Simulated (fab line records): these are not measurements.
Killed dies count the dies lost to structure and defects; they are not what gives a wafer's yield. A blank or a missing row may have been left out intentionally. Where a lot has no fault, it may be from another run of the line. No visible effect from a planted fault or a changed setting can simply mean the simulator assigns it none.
Tool commonality check + flow sky130 + Lots sampled 12, wafers sampled 36

WHY THIS WAS OPENED
SKY_VT_ADJUST_LVTN_OVL_MEAS_18, reading VT_ADJUST_LVTN_01_OVL: flagged on 2 of 12 lots. Wafers without a fault read -0.3 nm, standard deviation 1.3.
Rule: flag the lot when none of its wafers has a number, or when each of its wafers that has one lies beyond 4 standard deviations from that mean. The rest of the lots are taken to be sound.

| lot  | measured     | on         | VT_ADJUST_LVTN_01_OVL (nm), wafer by wafer | flag    |
|------|--------------|------------|--------------------------------------------|---------|
| L499 | day 7 23:26  | overlay-02 | 0.8 -0.2 -0.2                              |         |
| L500 | day 8 09:35  | overlay-02 | -0.6 -0.5 -0.1                             |         |
| L501 | day 8 19:35  | overlay-01 | -0.8 1.5 -0.3                              |         |
| L502 | day 9 00:22  | overlay-02 | -0.5 -2.0 -0.2                             |         |
| L503 | day 9 05:49  | overlay-01 | 1.5 -0.8 0.1                               |         |
| L504 | day 9 13:55  | overlay-02 | -0.3 0.4 0.5                               |         |
| L505 | day 9 23:35  | overlay-02 | -0.2 -1.1 -5.1                             |         |
| L506 | day 10 04:31 | overlay-02 | 0.8 -0.2 -1.2                              |         |
| L510 | day 11 10:22 | overlay-02 | 162.1 163.3 161.6                          | FLAGGED |
| L512 | day 11 18:14 | overlay-01 | 163.3 163.4 165.0                          | FLAGGED |
| L519 | day 13 19:40 | overlay-01 | -1.6 -1.8 0.0                              |         |
| L520 | day 14 02:46 | overlay-02 | -1.5 -0.8 -1.6                             |         |
On average the flagged lots read 163.1 nm, which is +163.4 nm against the usual, or +99 or more standard deviations.

WHICH TOOL EACH LOT WENT THROUGH
2 process steps preceding the reading are held in the record, out of 708 steps in the route. Every cell lists first the tool, next ch and the chambers used by the sampled wafers, and last the start.
| lot  | flag    | SKY_VT_ADJUST_LVTN_STRIP_09          | SKY_VT_ADJUST_LVTN_EXPOSE_15        |
|------|---------|--------------------------------------|-------------------------------------|
| L499 |         | plasma asher-02 ch 0,1, day 7 03:26  | iline stepper-02 ch 0, day 7 14:04  |
| L500 |         | plasma asher-01 ch 0,1, day 7 13:48  | iline stepper-01 ch 0, day 7 23:50  |
| L501 |         | plasma asher-01 ch 0,1, day 7 22:40  | iline stepper-01 ch 0, day 8 08:52  |
| L502 |         | plasma asher-04 ch 0,1, day 8 03:12  | iline stepper-01 ch 0, day 8 13:39  |
| L503 |         | plasma asher-01 ch 0,1, day 8 07:33  | iline stepper-02 ch 0, day 8 18:23  |
| L504 |         | plasma asher-02 ch 0,1, day 8 15:48  | iline stepper-02 ch 0, day 9 02:40  |
| L505 |         | plasma asher-02 ch 0,1, day 9 01:15  | iline stepper-01 ch 0, day 9 12:41  |
| L506 |         | plasma asher-02 ch 1, day 9 06:10    | iline stepper-01 ch 0, day 9 16:57  |
| L510 | FLAGGED | plasma asher-02 ch 0, day 10 11:18   | iline stepper-02 ch 0, day 10 22:47 |
| L512 | FLAGGED | plasma asher-04 ch 0,1, day 10 19:05 | iline stepper-02 ch 0, day 11 07:08 |
| L519 |         | plasma asher-01 ch 0,1, day 12 18:10 | iline stepper-01 ch 0, day 13 06:50 |
| L520 |         | plasma asher-02 ch 0,1, day 13 01:07 | iline stepper-01 ch 0, day 13 14:08 |
What these steps do:
- SKY_VT_ADJUST_LVTN_STRIP_09: strips in O2/N2.
- SKY_VT_ADJUST_LVTN_EXPOSE_15: exposes mask HVN STD DERIVED, target cd 600 nm.
- SKY_VT_ADJUST_LVTN_OVL_MEAS_18

FLAGGED AGAINST TOTAL, ONE TOOL AT A TIME (gauges that did the reading follow at the end)
| step                           | tool             | lots run | flagged | share of the flagged lots | sound lots run after its first flagged lot |
|--------------------------------|------------------|----------|---------|---------------------------|--------------------------------------------|
| SKY_VT_ADJUST_LVTN_STRIP_09    | plasma asher-01  | 4        | 0       | none                      | -                                          |
| SKY_VT_ADJUST_LVTN_STRIP_09    | plasma asher-02  | 6        | 1       | some                      | 1 (L520)                                   |
| SKY_VT_ADJUST_LVTN_STRIP_09    | plasma asher-04  | 2        | 1       | some                      | 0                                          |
| SKY_VT_ADJUST_LVTN_EXPOSE_15   | iline stepper-01 | 7        | 0       | none                      | -                                          |
| SKY_VT_ADJUST_LVTN_EXPOSE_15   | iline stepper-02 | 5        | 2       | all                       | 0                                          |
| SKY_VT_ADJUST_LVTN_OVL_MEAS_18 | overlay-01       | 4        | 1       | some                      | 1 (L519)                                   |
| SKY_VT_ADJUST_LVTN_OVL_MEAS_18 | overlay-02       | 8        | 1       | some                      | 1 (L520)                                   |

WHAT THE TABLE PERMITS
In the table, 1 row covers all flagged lots: iline stepper-02 at SKY_VT_ADJUST_LVTN_EXPOSE_15.
- iline stepper-02 at SKY_VT_ADJUST_LVTN_EXPOSE_15: 2 of its 5 lots flagged. It ran its last sound lot, L504, at day 9 02:40 and its first flagged lot, L510, at day 10 22:47: a fault with its onset between the two fits.
What remains is a single tool, iline stepper-02 at SKY_VT_ADJUST_LVTN_EXPOSE_15.

WHAT THE SIMULATOR HAD INSERTED
Scanner matching overlay: iline stepper-02, from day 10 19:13 on, at SKY_VT_ADJUST_LVTN_EXPOSE_15. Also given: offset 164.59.
Struck lots among those shown: L510, L512. The rule above reached the same finding.
